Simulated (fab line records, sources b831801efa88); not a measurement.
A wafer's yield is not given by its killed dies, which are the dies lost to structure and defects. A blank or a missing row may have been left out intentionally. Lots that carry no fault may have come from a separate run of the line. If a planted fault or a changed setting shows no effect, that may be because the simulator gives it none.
What tool caused it? | flow gf180mcu | 12 lots, 36 wafers sampled, at 4 steps of a route of 602

== WHAT THE GAUGES READ, wafer by wafer ==
GF_V1_THK_MEAS_01.
lot  | measured     | on           | V1_CVD_00_THK (nm)
L918 | day 17 06:05 | filmMetro-02 | 605 603 595
L919 | day 17 16:38 | filmMetro-02 | 603 598 597
L920 | day 17 21:34 | filmMetro-03 | 602 608 603
L921 | day 18 08:45 | filmMetro-02 | 728 725 725
L924 | day 19 12:08 | filmMetro-01 | 716 716 720
L933 | day 22 23:49 | filmMetro-03 | 594 588 596
L936 | day 23 18:53 | filmMetro-02 | 606 598 607
L937 | day 24 01:10 | filmMetro-01 | 599 596 611
L938 | day 24 04:53 | filmMetro-02 | 602 586 603
L939 | day 24 14:53 | filmMetro-03 | 603 600 589
L940 | day 24 21:52 | filmMetro-02 | 599 596 599
L941 | day 25 07:26 | filmMetro-01 | 601 585 607

== EACH LOT AND THE TOOL THAT RAN IT (in order: tool; ch and the chambers of the sampled wafers; start) ==
lot  | GF_CONTACT_CVD_24            | GF_CONTACT_CMP_27             | GF_V1_CVD_00
L918 | cvdW-02 ch 0,1, day 16 05:12 | cmp-02 ch 0,1,3, day 16 05:35 | hdpcvd-01 ch 0,1,2, day 17 06:01
L919 | cvdW-02 ch 0,1, day 16 15:36 | cmp-02 ch 0,1,2, day 16 15:59 | hdpcvd-01 ch 0,2, day 17 16:34
L920 | cvdW-02 ch 0,1, day 16 20:16 | cmp-02 ch 1,3, day 16 20:36   | hdpcvd-02 ch 0,2, day 17 21:29
L921 | cvdW-01 ch 0,1, day 17 07:24 | cmp-01 ch 0,3, day 17 07:44   | hdpcvd-01 ch 0,1,2, day 18 08:40
L924 | cvdW-02 ch 0,1, day 18 09:59 | cmp-02 ch 0,3, day 18 10:16   | hdpcvd-01 ch 0,1, day 19 12:04
L933 | cvdW-01 ch 0,1, day 21 22:34 | cmp-02 ch 0,1,2, day 21 22:49 | hdpcvd-01 ch 0,2, day 22 23:44
L936 | cvdW-02 ch 0,1, day 22 18:27 | cmp-01 ch 0,1, day 22 18:44   | hdpcvd-02 ch 0,1, day 23 18:49
L937 | cvdW-01 ch 1, day 23 00:32   | cmp-01 ch 0,2,3, day 23 01:01 | hdpcvd-02 ch 0,1, day 24 01:04
L938 | cvdW-01 ch 0,1, day 23 04:50 | cmp-02 ch 0,2,3, day 23 05:08 | hdpcvd-01 ch 0,1, day 24 04:48
L939 | cvdW-02 ch 0, day 23 14:50   | cmp-02 ch 0,1,3, day 23 15:10 | hdpcvd-01 ch 0,1, day 24 14:49
L940 | cvdW-02 ch 0,1, day 23 22:23 | cmp-02 ch 1,3, day 23 22:40   | hdpcvd-01 ch 0,2, day 24 21:47
L941 | cvdW-02 ch 0,1, day 24 08:26 | cmp-02 ch 1,2,3, day 24 08:50 | hdpcvd-01 ch 0,1,2, day 25 07:23
- GF_CONTACT_CVD_24: deposits W, target thk 300 nm, time 90.339 s.
- GF_CONTACT_CMP_27: polishes, stops on SiO2, t overpolish 15 s, target thk 0 nm.
- GF_V1_CVD_00: deposits SiO2, target thk 600 nm, time 100 s.

== WHAT THE TOOLS THEMSELVES READ (means of the sampled wafers that have a number; where no wafer has one, the mark that the record gives instead) ==
GF_CONTACT_CVD_24.
lot  | tool    | heaterPowerOuterW (W) | heaterPowerW (W)
L918 | cvdW-02 | 455                   | 750
L919 | cvdW-02 | 422                   | 706
L920 | cvdW-02 | 461                   | 754
L921 | cvdW-01 | 561                   | 948
L924 | cvdW-02 | 394                   | 657
L933 | cvdW-01 | 601                   | 997
L936 | cvdW-02 | 394                   | 661
L937 | cvdW-01 | 535                   | 911
L938 | cvdW-01 | 607                   | 999
L939 | cvdW-02 | 364                   | 630
L940 | cvdW-02 | 393                   | 659
L941 | cvdW-02 | 415                   | 692

GF_CONTACT_CMP_27.
lot  | tool   | motorCurrentA (A) | overpolishRunS (s) | timeToEndpointS (s)
L918 | cmp-02 | 10.6              | 14.998             | 66
L919 | cmp-02 | 11.4              | 14.996             | 71
L920 | cmp-02 | 10.8              | 15.001             | 63
L921 | cmp-01 | 11.3              | 14.997             | 79
L924 | cmp-02 | 10.3              | 15.000             | 70
L933 | cmp-02 | 11.4              | 15.002             | 74
L936 | cmp-01 | 10.8              | 14.996             | 71
L937 | cmp-01 | 10.9              | 15.001             | 76
L938 | cmp-02 | 11.2              | 15.002             | 70
L939 | cmp-02 | 10.5              | 15.003             | 67
L940 | cmp-02 | 10.9              | 14.998             | 63
L941 | cmp-02 | 10.8              | 14.999             | 63

GF_V1_CVD_00.
lot  | tool      | pressureMtorr (mTorr) | sih4FlowSccm (sccm)
L918 | hdpcvd-01 | 6.001                 | 59.88
L919 | hdpcvd-01 | 5.990                 | 60.17
L920 | hdpcvd-02 | 6.001                 | 59.81
L921 | hdpcvd-01 | 5.995                 | 71.88
L924 | hdpcvd-01 | 5.997                 | 71.87
L933 | hdpcvd-01 | 6.010                 | 60.00
L936 | hdpcvd-02 | 6.003                 | 59.85
L937 | hdpcvd-02 | 5.993                 | 59.86
L938 | hdpcvd-01 | 6.003                 | 59.94
L939 | hdpcvd-01 | 6.001                 | 60.08
L940 | hdpcvd-01 | 5.996                 | 59.98
L941 | hdpcvd-01 | 6.001                 | 59.98

== THE ANSWER, worked out from the rows above alone ==
Rule: usual is defined by the lots themselves. Put in order of their means at a reading, lots are off if they are a third of the lots or fewer, leave a main group of 4 or more, and stand apart from it by a gap of 3 or more times the standard deviation of the main group's means; of several such gaps the widest counts. A main group whose means are all the same, to the digits that the tables above print for the reading, isn't used. A lot without any number at a reading at which 4 lots or more have one is off too. Where the step has rows for the other lots, those lots are counted as sound. The gauges are gone through in route order, then the tools' own readings, and for those a lot's mean is taken as printed above. At the first step where some lot is off, the reading lying furthest off is the one used; lots without a number count as furthest.
Off: L921, L924, at GF_V1_THK_MEAS_01 (V1_CVD_00_THK). For the main group the mean is 599 nm and the standard deviation 3.3.
If a tool, at a process step before that reading, ran all the lots that are off and no sound lot after the first of them, it fits. Not tried: the gauges at GF_V1_THK_MEAS_01; whatever is off there is also off at GF_V1_CVD_00, on other tools, and gauge error can't account for it. No candidate that was tried fits.

== WHAT THE SIMULATOR HAD INSERTED ==
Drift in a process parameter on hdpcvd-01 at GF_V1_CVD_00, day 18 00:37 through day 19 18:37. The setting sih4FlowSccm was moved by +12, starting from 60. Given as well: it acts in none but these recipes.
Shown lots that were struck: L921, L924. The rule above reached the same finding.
